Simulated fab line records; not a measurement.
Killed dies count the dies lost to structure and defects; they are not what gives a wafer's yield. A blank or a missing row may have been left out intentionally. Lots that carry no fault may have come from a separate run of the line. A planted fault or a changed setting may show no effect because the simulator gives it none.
Which of the tools did it? / flow gf180mcu / 6 lots, 18 wafers sampled, at 2 steps of a route of 602

## WHAT THE GAUGES READ, wafer by wafer
GF_SALICIDE_RS_MEAS_04: the measuring method here is four-point-probe.
lot=L403; measured=day 16 05:21; on=filmMetro-03; SALICIDE_TIN_RS (ohm/sq)=16.75 16.65 16.66
lot=L413; measured=day 19 17:02; on=filmMetro-03; SALICIDE_TIN_RS (ohm/sq)=16.13 16.16 16.12
lot=L416; measured=day 20 14:16; on=filmMetro-04; SALICIDE_TIN_RS (ohm/sq)=15.87 16.39 16.09
lot=L418; measured=day 21 07:48; on=filmMetro-03; SALICIDE_TIN_RS (ohm/sq)=16.39 16.16 16.38
lot=L421; measured=day 22 08:23; on=filmMetro-03; SALICIDE_TIN_RS (ohm/sq)=16.54 16.63 16.48
lot=L423; measured=day 23 00:32; on=filmMetro-03; SALICIDE_TIN_RS (ohm/sq)=16.50 16.47 16.58

## EACH LOT AND THE TOOL THAT RAN IT (in order: tool; ch and the chambers of the sampled wafers; start)
lot=L403; GF_SALICIDE_SPUTTER_02=pvdSputter-03, day 16 05:17
lot=L413; GF_SALICIDE_SPUTTER_02=pvdSputter-04, day 19 16:59
lot=L416; GF_SALICIDE_SPUTTER_02=pvdSputter-01, day 20 14:11
lot=L418; GF_SALICIDE_SPUTTER_02=pvdSputter-01, day 21 07:44
lot=L421; GF_SALICIDE_SPUTTER_02=pvdSputter-04, day 22 08:20
lot=L423; GF_SALICIDE_SPUTTER_02=pvdSputter-01, day 23 00:28
- GF_SALICIDE_SPUTTER_02: material Co, target thk 10 nm, time 20 s.

## THE ANSWER, worked out from the rows above alone
Rule: what is usual is taken from the lots themselves. Put in order of their means at a reading, lots are off if they are a third of the lots or fewer, leave a main group of 4 or more, and stand apart from it by a gap of 3 or more times the standard deviation of the main group's means; of several such gaps the widest counts. A main group whose means are all the same, to the digits that the tables above print for the reading, isn't used. A lot without any number at a reading at which 4 lots or more have one is off too. Where the step has rows for the other lots, those lots are counted as sound.
No lot is off on any of the readings shown, so nothing can be concluded from this.

## WHAT HAD BEEN PUT IN BY THE SIMULATOR
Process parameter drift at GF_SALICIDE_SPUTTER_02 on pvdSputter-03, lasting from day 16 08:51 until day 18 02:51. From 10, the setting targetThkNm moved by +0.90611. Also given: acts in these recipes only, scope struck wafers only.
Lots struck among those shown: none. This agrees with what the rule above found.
